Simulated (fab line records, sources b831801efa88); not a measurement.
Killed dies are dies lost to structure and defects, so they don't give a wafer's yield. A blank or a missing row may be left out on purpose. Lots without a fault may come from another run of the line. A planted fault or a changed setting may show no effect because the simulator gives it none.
fab line records | flow sky130
record lots=5 wafers=15 last_day=49
route steps=708 shown METAL1@441 PAD_OPEN@708
lots that met no fault: from a run of the same line without faults
start_h: hours from the record's first day to the start of the lot's first wafer shown | wait_h: hours since the lot's step before | " the same as in the row above | L1.1+2: a row that stands for several wafers | - no value, or no start given | * or withheld: withheld | < > ~ a bound
route shown NAME@n: a module of which the file shows steps, and the number in the route of the first | usual: mean/standard deviation of fault-free wafers | same: alike in all rows | chamber/n: place in a boat | sites: the reading at each site | _std_site: their standard deviation | _edge_site: outer sites' mean less inner sites' | radius_mm: how far each site lies from the wafer's centre | mask NAME#n: copy n | behind: the tool/chamber that last shaped the wafer | hold: why the lot was held/for how many hours/how that ended | device: the transistor (n, p or np) that didn't switch | end of line: the same wafers' tests at the end of the route | a step without rows: its recipe alone | killed: dies lost to structure and defects at the first sort, not the wafer's yield | map: a wafer's dies, x killed, . not, _ none there
set.NAME: the setting as run; set.NAME@STEP: as run at that earlier step | model.NAME: the simulator's own value behind a step, which no gauge read
lots at some steps of the route; a table a step, a row a wafer
services: from which hour (start_h, from the record's first day; less than 0 if before it) a tool's chamber was out of use, for how many hours, and why
## steps
# step SKY_METAL1_DEHYDRATE_07
# recipe temp_c=200 time_s=60
# step SKY_METAL1_HMDS_08
# recipe prime_time_s=60 prime_temp_c=120
# step SKY_METAL1_COAT_09
# recipe resist=BARC temp_c=withheld time_s=withheld spin_rpm=3000 resist_thk_nm=60
# step SKY_METAL1_COAT_10
# recipe resist=KrF-thick spin_rpm=3000 resist_thk_nm=450
# step SKY_METAL1_SOFTBAKE_11
# recipe temp_c=100 time_s=90 resist=KrF-thick
# step SKY_METAL1_EXPOSE_12
# recipe mask_id=MM1 na=0.8 source_shape=annular sigma_inner=0.55 sigma_outer=0.85 target_cd_nm=140 dose_mj=28
# step SKY_METAL1_PEB_13
# recipe peb_temp_c=withheld peb_time_s=withheld resist=KrF-thick
# step SKY_METAL1_DEVELOP_14
# recipe develop_time_s=60 resist=KrF-thick dev_temp_c=21
# step SKY_METAL1_CD_MEAS_15
# recipe target_cd_nm=140
# usual cd_nm=140.2/1.5
# columns lot.wafer tool chamber start_h wait_h cd_nm
L819.2 cd_sem-01 - 764.77 - 141.9
L819.5 " - " " 141.8
L819.6 " - " " 141.9
L820.1 cd_sem-01 - 815.44 - 141.2
L820.2 " - " " 141.5
L820.5 " - " " 141.1
L826.1 cd_sem-02 - 833.54 - 139.6
L826.2 " - " " 140.2
L826.5 " - " " 139.9
L833.1 cd_sem-02 - 877.99 - 141.4
L833.2 " - " " 141.9
L833.4 " - " " 139.8
L837.2 cd_sem-01 - 915.26 - 140.5
L837.3 " - " " 140.3
L837.5 " - " " 139.8
# step SKY_METAL1_OVL_MEAS_16
# usual METAL1_OVL=2/5.5
# columns lot.wafer tool chamber start_h wait_h METAL1_OVL[nm]
L819.2 overlay-01 - 764.88 0.1 -11
L819.5 " - " " -4
L819.6 " - " " -5
L820.1 overlay-01 - 815.56 0.1 5
L820.2 " - " " 10
L820.5 " - " " 11
L826.1 overlay-02 - 833.66 0.1 -5
L826.2 " - " " -3
L826.5 " - " " 0
L833.1 overlay-02 - 878.11 0.1 8
L833.2 " - " " 10
L833.4 " - " " 7
L837.2 overlay-01 - 915.37 0.1 -5
L837.3 " - " " 7
L837.5 " - " " 8
# step SKY_METAL1_DESCUM_17
# recipe chemistry=O2 source_power_w=150 bias_power_w=0 pressure_mtorr=10 temp_c=40 time_s=8
# usual drypump_motor_current_A=5.63/0.28 oes_product_au=1.000/0.0058
# columns lot.wafer tool chamber start_h wait_h drypump_motor_current_A oes_product_au rf_hours_counter_h
L819.2 rie_metal-02 0 764.91 0.0 5.69 0.997 5
L819.5 " 0 " " 5.68 1.002 -
L819.6 " 1 " " 5.68 1.001 -
L820.1 rie_metal-01 1 815.60 0.0 4.92 1.002 6
L820.2 " 0 " " 5.70 0.997 10
L820.5 " 0 " " 5.69 0.999 -
L826.1 rie_metal-02 0 833.70 0.0 5.71 1.011 8
L826.2 " 1 " " 5.69 0.996 1
L826.5 " 1 " " 5.72 1.001 -
L833.1 rie_metal-01 0 878.15 0.0 5.69 0.986 13
L833.2 " 1 " " 4.91 1.001 8
L833.4 " 1 " " 4.90 0.994 -
L837.2 rie_metal-02 1 915.40 0.0 5.68 0.990 5
L837.3 " 1 " " 5.71 0.999 -
L837.5 " 0 " " 5.69 1.004 -
# step SKY_METAL1_ETCH_18
# recipe chemistry=N2/H2 target=BARC ion_energy_ev=200 bias_w=100 pressure_mtorr=30 n2_flow_sccm=100 h2_flow_sccm=200 icp_w=500 stop_on=SiO2 time_s=45.9 target_depth_a=600
# usual drypump_motor_current_A=5.64/0.28 n2_flow_sccm=100.03/0.27 oes_product_au=0.854/0.0052 run_length_s=73.9/0.34 throttle_valve_pct=13.226/0.0097
# columns lot.wafer tool chamber start_h wait_h drypump_motor_current_A n2_flow_sccm oes_product_au rf_hours_counter_h run_length_s throttle_valve_pct
L819.2 rie_metal-02 0 764.94 0.0 5.71 100.10 0.853 5 74.1 13.222
L819.5 " 0 " " 5.71 99.96 0.849 - 73.9 13.212
L819.6 " 1 " " 5.72 100.33 0.848 - 73.6 13.236
L820.1 rie_metal-01 1 815.63 0.0 4.91 100.01 0.843 6 74.4 13.228
L820.2 " 0 " " 5.70 100.00 0.862 10 73.7 13.230
L820.5 " 0 " " 5.68 100.05 0.846 - 73.8 13.222
L826.1 rie_metal-02 0 833.73 0.0 5.71 99.58 0.856 8 73.8 13.226
L826.2 " 1 " " 5.74 99.96 0.862 1 73.6 13.225
L826.5 " 1 " " 5.72 99.60 0.857 - 73.4 13.249
L833.1 rie_metal-01 0 878.18 0.0 5.70 99.82 0.858 13 74.3 13.225
L833.2 " 1 " " 4.91 100.22 0.850 8 74.5 13.239
L833.4 " 1 " " 4.91 100.01 0.859 - 74.1 13.235
L837.2 rie_metal-02 1 915.43 0.0 5.68 99.72 0.856 5 73.7 13.220
L837.3 " 1 " " 5.72 100.10 0.854 - 73.5 13.216
L837.5 " 0 " " 5.70 100.50 0.849 - 73.9 13.248
# step SKY_METAL1_METAL_ETCH_19
# recipe target_depth_a=3600 stop_on=SiO2 over_etch_frac=0.3 time_s=78 chemistry=Cl2/BCl3 resist_sidewall_deg=88 pressure_mtorr=10 icp_w=900 bias_w=48.5 Cl2_flow_sccm=60 bcl3_flow_sccm=30
# usual drypump_motor_current_A=5.63/0.28 oes_product_au=0.854/0.0056 run_length_s=106.0/0.33 throttle_valve_pct=22.265/0.0095
# same over_etch_frac=0.3
# columns lot.wafer tool chamber start_h wait_h drypump_motor_current_A oes_product_au rf_hours_counter_h run_length_s throttle_valve_pct model.KrF-thick_of_METAL1_COAT_10.thk_nm model.METAL1.cd_nm model.SiO2_of_CONTACT_HDPCVD_02.thk_nm
L819.2 rie_metal-02 0 765.00 0.0 5.71 0.851 5 106.2 22.255 158.4 141 326.1
L819.5 " 0 " " 5.68 0.847 - 106.1 22.272 157.6 142.5 324.8
L819.6 " 1 " " 5.68 0.853 - 106.1 22.267 161.6 141 324.2
L820.1 rie_metal-01 1 815.70 0.0 4.91 0.861 6 106.4 22.263 160.1 142.1 326.7
L820.2 " 0 " " 5.68 0.860 10 106.3 22.267 162.2 140.9 326.2
L820.5 " 0 " " 5.68 0.862 - 106.2 22.269 159.6 142.4 327
L826.1 rie_metal-02 0 833.80 0.0 5.69 0.847 8 105.8 22.269 158.6 140.3 325.4
L826.2 " 1 " " 5.67 0.853 1 105.8 22.270 160.6 140.6 327.8
L826.5 " 1 " " 5.71 0.853 - 106.1 22.279 158.5 139.9 326.6
L833.1 rie_metal-01 0 878.25 0.0 5.68 0.855 13 106.4 22.266 160.3 141.5 326.7
L833.2 " 1 " " 4.95 0.866 8 106.9 22.266 160.6 143.7 327.4
L833.4 " 1 " " 4.91 0.860 - 106.5 22.261 158.7 141.1 326.2
L837.2 rie_metal-02 1 915.50 0.0 5.68 1.009 5 88.2 22.251 212.3 146.2 328.1
L837.3 " 1 " " 5.68 1.006 - 87.8 22.258 212.4 146.4 328.3
L837.5 " 0 " " 5.68 0.852 - 106.0 22.259 158.1 137.2 325.9
# step SKY_METAL1_STRIP_20
# recipe chemistry=O2/N2 power_w=1400 pressure_mtorr=1500 platen_temp_c=withheld o2_flow_sccm=3000 n2_flow_sccm=300 overash_fraction=0.5
# usual drypump_motor_current_A=5.8/0.5 n2_flow_sccm=300.0/0.94 oes_product_au=0.343/0.0043 strip_time_to_endpoint_s=2.704/0.029
# columns lot.wafer tool chamber start_h wait_h drypump_motor_current_A n2_flow_sccm oes_product_au rf_hours_counter_h strip_time_to_endpoint_s
L819.2 plasma_asher-01 1 765.09 0.1 6.4 301.7 0.348 31 2.684
L819.5 " 1 " " 6.4 300.8 0.336 - 2.668
L819.6 " 0 " " 4.9 299.7 0.345 - 2.717
L820.1 plasma_asher-04 0 815.79 0.1 6.4 300.6 0.342 100 2.715
L820.2 " 1 " " 5.5 300.0 0.338 100 2.722
L820.5 " 0 " " 6.4 299.6 0.341 - 2.699
L826.1 plasma_asher-04 1 833.89 0.1 5.5 299.8 0.352 102 2.690
L826.2 " 0 " " 6.4 301.2 0.339 102 2.740
L826.5 " 1 " " 5.5 299.4 0.338 - 2.700
L833.1 plasma_asher-03 1 878.34 0.1 5.8 300.4 0.347 13 2.727
L833.2 " 0 " " 5.6 298.3 0.336 13 2.695
L833.4 " 0 " " 5.6 298.8 0.342 - 2.693
L837.2 plasma_asher-03 1 915.59 0.1 5.8 299.0 0.366 17 3.282
L837.3 " 1 " " 5.8 299.5 0.363 - 3.284
L837.5 " 0 " " 5.6 299.1 0.351 - 2.701
# step SKY_METAL1_STRIP_21
# recipe chemistry=post_etch_residue_remover time_s=1200 temp_c=72.5
# step SKY_PAD_OPEN_PROBE_99
# columns lot.wafer tool chamber start_h wait_h model.etest.met1.width_nm model.etest.met1_comb.leak_log10_a_um model.etest.met1.line_ohm_um
L819.2 prober-02 - 1078.20 0.1 138.6 -11.91 0.9165
L819.5 prober-02 - 1078.35 0.2 140.9 -12 0.9154
L819.6 prober-02 - 1078.40 0.2 138.3 -12.06 0.9206
L820.1 prober-02 - 1117.19 0.1 141.3 -12.03 0.9085
L820.2 prober-02 - 1117.24 0.1 141.7 -12.13 0.9077
L820.5 prober-02 - 1117.39 0.2 141.7 -11.89 0.9022
L826.1 prober-02 - 1129.42 0.1 142.4 -12.07 0.9032
L826.2 prober-02 - 1129.47 0.1 137.1 -11.98 0.9284
L826.5 prober-02 - 1129.62 0.2 137.8 -11.76 0.9294
L833.1 prober-02 - 1163.35 0.1 140.8 -12.2 0.8943
L833.2 prober-02 - 1163.40 0.1 144.3 -11.96 0.8889
L833.4 prober-02 - 1163.50 0.2 139.3 -11.99 0.9073
L837.2 prober-01 - 1187.29 0.1 148.7 -7.253 0.8657
L837.3 prober-01 - 1187.34 0.2 145.5 -7.821 0.8817
L837.5 prober-01 - 1187.44 0.2 137 -12.05 0.9369
# killed by level:class
L819.2 CONTACT:geometric_particle:open=11 LI_CONTACT:geometric_particle:open=7 FIELD_ISO:geometric_particle:open=6 VIA1:geometric_particle:open=6 VIA2:geometric_particle:open=6 CONTACT:geometric_particle:short=5 VIA3:geometric_particle:open=5 POLY_GATE:geometric_particle:short=4
L819.5 VIA1:geometric_particle:open=14 CONTACT:geometric_particle:open=10 METAL1:geometric_particle:short=7 METAL2:geometric_particle:short=7 VIA3:geometric_particle:open=6 LI_CONTACT:geometric_particle:open=5 VIA2:geometric_particle:open=5 VIA3:geometric_particle:short=5
L819.6 VIA1:geometric_particle:open=15 METAL1:geometric_particle:short=9 CONTACT:geometric_particle:open=7 VIA3:geometric_particle:short=5 LI_CONTACT:geometric_particle:open=4 VIA1:geometric_particle:short=4 VIA2:geometric_particle:open=4 METAL3:geometric_particle:short=4
L820.1 VIA1:geometric_particle:open=9 CONTACT:geometric_particle:open=9 METAL2:geometric_particle:short=7 FIELD_ISO:geometric_particle:short=6 CONTACT:geometric_particle:short=6 FIELD_ISO:geometric_particle:open=5 LOCAL_INTERCONNECT:geometric_particle:short=5 METAL1:geometric_particle:short=5
L820.2 CONTACT:geometric_particle:open=9 LI_CONTACT:geometric_particle:open=8 CONTACT:geometric_particle:short=7 METAL1:geometric_particle:short=7 VIA2:geometric_particle:open=7 VIA1:geometric_particle:short=6 FIELD_ISO:geometric_particle:open=5 FIELD_ISO:geometric_particle:short=4
L820.5 VIA1:geometric_particle:open=11 LI_CONTACT:geometric_particle:open=10 VIA3:geometric_particle:open=10 METAL2:geometric_particle:short=9 CONTACT:geometric_particle:open=9 VIA1:geometric_particle:short=6 VIA2:geometric_particle:open=6 POLY_GATE:geometric_particle:open=5
L826.1 VIA3:geometric_particle:open=11 VIA1:geometric_particle:open=7 METAL2:geometric_particle:short=7 METAL1:geometric_particle:short=6 CONTACT:geometric_particle:open=5 FIELD_ISO:geometric_particle:short=4 LOCAL_INTERCONNECT:geometric_particle:short=4 VIA2:geometric_particle:short=4
L826.2 CONTACT:geometric_particle:open=7 METAL1:geometric_particle:short=7 CONTACT:geometric_particle:short=6 VIA1:geometric_particle:open=5 METAL2:geometric_particle:short=5 VIA2:geometric_particle:open=5 LI_CONTACT:geometric_particle:short=4 VIA1:geometric_particle:short=4
L826.5 VIA1:geometric_particle:open=11 CONTACT:geometric_particle:open=9 LI_CONTACT:geometric_particle:open=8 VIA2:geometric_particle:open=8 LOCAL_INTERCONNECT:geometric_particle:short=5 CONTACT:geometric_particle:short=5 METAL2:geometric_particle:short=5 METAL1:geometric_particle:short=5
L833.1 VIA1:geometric_particle:open=13 CONTACT:geometric_particle:open=7 VIA2:geometric_particle:open=7 FIELD_ISO:geometric_particle:short=6 LOCAL_INTERCONNECT:geometric_particle:short=6 METAL1:geometric_particle:short=6 METAL2:geometric_particle:short=5 METAL3:geometric_particle:short=5
L833.2 LI_CONTACT:geometric_particle:open=13 VIA1:geometric_particle:open=10 VIA1:geometric_particle:short=6 CONTACT:geometric_particle:open=6 VIA2:geometric_particle:open=6 CONTACT:geometric_particle:short=5 METAL2:geometric_particle:short=5 METAL1:geometric_particle:short=5
L833.4 VIA1:geometric_particle:open=9 VIA2:geometric_particle:open=9 METAL2:geometric_particle:short=7 METAL1:geometric_particle:short=7 VIA3:geometric_particle:open=6 FIELD_ISO:geometric_particle:open=4 FIELD_ISO:geometric_particle:short=4 LOCAL_INTERCONNECT:geometric_particle:short=4
## services
# columns tool chamber start_h hours kind
plasma_asher-03 0 742.75 - clean
plasma_asher-03 1 742.75 - clean
plasma_asher-01 - 755.65 2.3 repair
rie_metal-02 1 768.17 - clean
rie_metal-02 1 768.17 24.4 scheduled_down
rie_metal-02 1 768.17 24.4 vent_cycle
rie_metal-01 - 789.68 0.4 repair
rie_metal-01 1 791.01 18.2 repair
rie_metal-02 - 823.72 2.8 pm
rie_metal-01 - 833.42 4.0 pm
plasma_asher-03 - 849.81 5.9 repair
rie_metal-01 - 902.66 15.6 pm
plasma_asher-01 - 911.79 2.8 pm
## key
first_sign step=SKY_METAL1_METAL_ETCH_19 reading=run_length_s direction=down sigmas=55 usual=* struck=*
effect step=SKY_METAL1_METAL_ETCH_19 reading=oes_product_au direction=up sigmas=28 usual=0.854 struck=1.008
effect step=SKY_METAL1_STRIP_20 reading=strip_time_to_endpoint_s direction=up sigmas=20 usual=* struck=*
model_effect step=SKY_METAL1_METAL_ETCH_19 value=KrF-thick_of_METAL1_COAT_10.thk_nm without=158.1 struck=212.3
model_effect step=SKY_PAD_OPEN_PROBE_99 value=etest.met1.width_nm without=140.9 struck=147.1
met_at SKY_METAL1_METAL_ETCH_19
struck_wafers L837.2,L837.3
sort_left_out L837.2,L837.3
onset_between 833.80 915.50
fault kind=process_parameter_drift tool=rie_metal-02 chamber=- onset_h=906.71 steps=SKY_METAL1_METAL_ETCH_19 channel=time_s offset=* shape=step end_h=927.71 scope=struck_wafers_only acts_in=* stated=*
# sort_left_out: the simulated sort isn't trusted on such a fault, so these wafers' sort isn't shown, and their yield isn't known
